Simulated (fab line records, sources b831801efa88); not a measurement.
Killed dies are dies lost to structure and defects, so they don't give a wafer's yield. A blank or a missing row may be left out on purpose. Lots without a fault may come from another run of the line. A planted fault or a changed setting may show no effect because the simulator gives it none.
Chamber matching | flow sky130 | SKY_VIA4_CMP_02 on cmp-02: 4 sister chambers
The step polishes SiO2. 4 wafers are shown with their chamber, then 12 later ones without.

WAFERS WITH THEIR CHAMBER
wafer  | chamber | motor_current_A (A)
L087.3 | 1       | 12.2
L087.6 | 2       | 12.0
L089.1 | 0       | 10.0
L089.5 | 3       | 12.0

WAFERS WITHOUT THEIR CHAMBER
wafer  | motor_current_A (A)
L090.3 | 12.0
L090.4 | 12.4
L090.5 | 12.0
L092.1 | 11.6
L092.5 | 12.0
L092.6 | 12.1
L093.2 | 9.4
L093.3 | 11.6
L093.4 | 12.2
L095.1 | 10.4
L095.4 | 11.9
L095.5 | 10.2

WHICH CHAMBER EACH WENT THROUGH
wafer  | from the rows above          | in truth
L090.3 | can't be placed: 2 or 3 or 1 | 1
L090.4 | can't be placed: 1 or 2 or 3 | 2
L090.5 | can't be placed: 2 or 3 or 1 | 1
L092.1 | can't be placed: 2 or 3 or 1 | 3
L092.5 | can't be placed: 2 or 3 or 1 | 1
L092.6 | can't be placed: 1 or 2 or 3 | 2
L093.2 | 0                            | 0
L093.3 | can't be placed: 2 or 3 or 1 | 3
L093.4 | can't be placed: 1 or 2 or 3 | 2
L095.1 | 0                            | 0
L095.4 | can't be placed: 2 or 3 or 1 | 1
L095.5 | 0                            | 0
Placed correctly: 3 of 12. Can't be placed from these rows: 9 (the true chamber is among the candidates in 9). Placed wrongly: 0.
How it was worked out, from the rows above alone: a wafer's distance from a chamber is the root of the sum, over the readings, of the square of ((its reading less the chamber's mean) divided by the reading's scatter). The wafer belongs to the nearest chamber; if the next one is less than 2 further off, it can't be placed. A chamber's mean is the mean of its shown wafers. The scatter: with one shown wafer a chamber, the root of the mean of the squares of how far each hidden wafer lies from its nearest shown one.
